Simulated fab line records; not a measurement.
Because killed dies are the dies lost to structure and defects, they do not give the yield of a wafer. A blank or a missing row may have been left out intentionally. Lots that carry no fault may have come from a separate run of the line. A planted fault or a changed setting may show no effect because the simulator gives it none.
Split-lot study ; flow sfq_line ; on a route of 325 steps: 5 lots, 18 wafers read

SPLIT DETAILS
At SFQ_TRILAYER_M7_LITHO_COAT_177 (resist thk 600 nm), the setting resist_thk_nm was moved away from the recipe's 600 nm on 7 of the 18 wafers read, by -6.0% to +1.7%. For the rest of the wafers, this setting stayed at what the recipe calls for.

FROM THE SPLIT TO THE READING: what the file shows between them, 3 steps
- SFQ_TRILAYER_M7_LITHO_SOFTBAKE_181
- SFQ_TRILAYER_M7_LITHO_EXPOSE_178: exposes mask M7, target cd 500 nm
- SFQ_TRILAYER_M7_LITHO_DEVELOP_179: time 60 s

THE READING
KrF_of_TRILAYER_M7_LITHO_COAT_177.thk_nm (the simulator's own value, which no gauge read), in nm, at SFQ_TRILAYER_M7_BARC_OPEN_METAL_ETCH_229 (etches BARC in O2, target depth 125 nm, time 41.7 s). There is no usual value for it anywhere in the file. Across the 11 wafers here that went through the recipe, the average is 523.2 nm and the standard deviation 1.3 nm.

wafer;tool, chamber at the split;resist_thk_nm as run, nm;against the recipe;KrF_of_TRILAYER_M7_LITHO_COAT_177.thk_nm, nm;against lot-mates on the recipe
L076.1;litho_track-04, 0;564.3;-6.0%;486.5;-35.5
L076.2;litho_track-04, 0;564.3;-6.0%;487.5;-34.5
L076.3;litho_track-04, 0;600;recipe;522.3;-
L076.4;litho_track-04, 0;600;recipe;521.8;-
L076.5;litho_track-04, 0;564.3;-6.0%;487.3;-34.7
L077.5;litho_track-01, 0;587.3;-2.1%;509.4;no lot-mate on the recipe
L077.6;litho_track-01, 0;587.3;-2.1%;510;no lot-mate on the recipe
L078.2;litho_track-03, 0;600;recipe;521.6;-
L078.3;litho_track-03, 0;600;recipe;522.7;-
L078.6;litho_track-03, 0;600;recipe;521.9;-
L082.2;litho_track-04, 0;600;recipe;523;-
L082.4;litho_track-04, 0;600;recipe;525.5;-
L082.6;litho_track-04, 0;600;recipe;524.4;-
L083.2;litho_track-03, 0;600;recipe;524.9;-
L083.3;litho_track-03, 0;600;recipe;522.8;-
L083.4;litho_track-03, 0;600;recipe;524.3;-
L083.5;litho_track-03, 0;610.4;+1.7%;536.3;+12.3
L083.6;litho_track-03, 0;610.4;+1.7%;534.4;+10.4

FIT RESULTS
A straight line over all 18 wafers: KrF_of_TRILAYER_M7_LITHO_COAT_177.thk_nm changes by +6.17 nm for each +1% of resist_thk_nm; r = +1.00; the points scatter about the line by 1.3 nm.
The same after taking each lot's own level away (the mean of its wafers on the recipe; 16 wafers): +5.94 nm for each +1%; r = +1.00; scatter 0.87 nm.
The reading moves by 35 nm for the largest change in resist_thk_nm, on that fit.
The lots' own levels span 522.05 to 524.30 nm, that is 1.7 times the standard deviation above.
The two slopes are in agreement: the lot-to-lot level therefore moves the slope only a little.
Check: with one of the wafers moved furthest among these (-6.0%) left out of the fit, the line predicts -34.9 nm for it against its lot-mates. Against them it came out at -35.5 nm.

THE OTHER SPLITS THESE WAFERS WENT THROUGH
These wafers also went through other splits before the reading. Each is held against what the fit with the lots' levels taken away leaves over:
other split on the same wafers;wafers away from the commonest value;r with KrF_of_TRILAYER_M7_LITHO_COAT_177.thk_nm (lot level and that fit taken away)
SFQ_TRILAYER_I6_DEP_PECVD_165 time_s;4;+0.55
SFQ_TRILAYER_I6_VIA_BARC_OPEN_VIA_ETCH_235 source_w;5;+0.46
SFQ_TRILAYER_M7_DEP_SPUTTER_175 time_s;0;-

THE WHOLE CHAIN: every reading that the file lists as answering this split, in the file's order
step;what it does;reading;change (the file's fit);r (the file's)
SFQ_TRILAYER_M7_LITHO_COAT_177;resist thk 600 nm;KrF_of_TRILAYER_M7_LITHO_COAT_177.thk_nm (the simulator's own value, which no gauge read);+5.98 nm for each +1% of the setting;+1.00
SFQ_TRILAYER_M7_BARC_OPEN_METAL_ETCH_229;etches BARC in O2, target depth 125 nm, time 41.7 s;KrF_of_TRILAYER_M7_LITHO_COAT_177.thk_nm (the simulator's own value, which no gauge read);+5.92 nm for each +1% of the setting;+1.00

THE FILE'S OWN FIT
KrF_of_TRILAYER_M7_LITHO_COAT_177.thk_nm changes by +5.92 nm for each +1% of resist_thk_nm, r = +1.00.
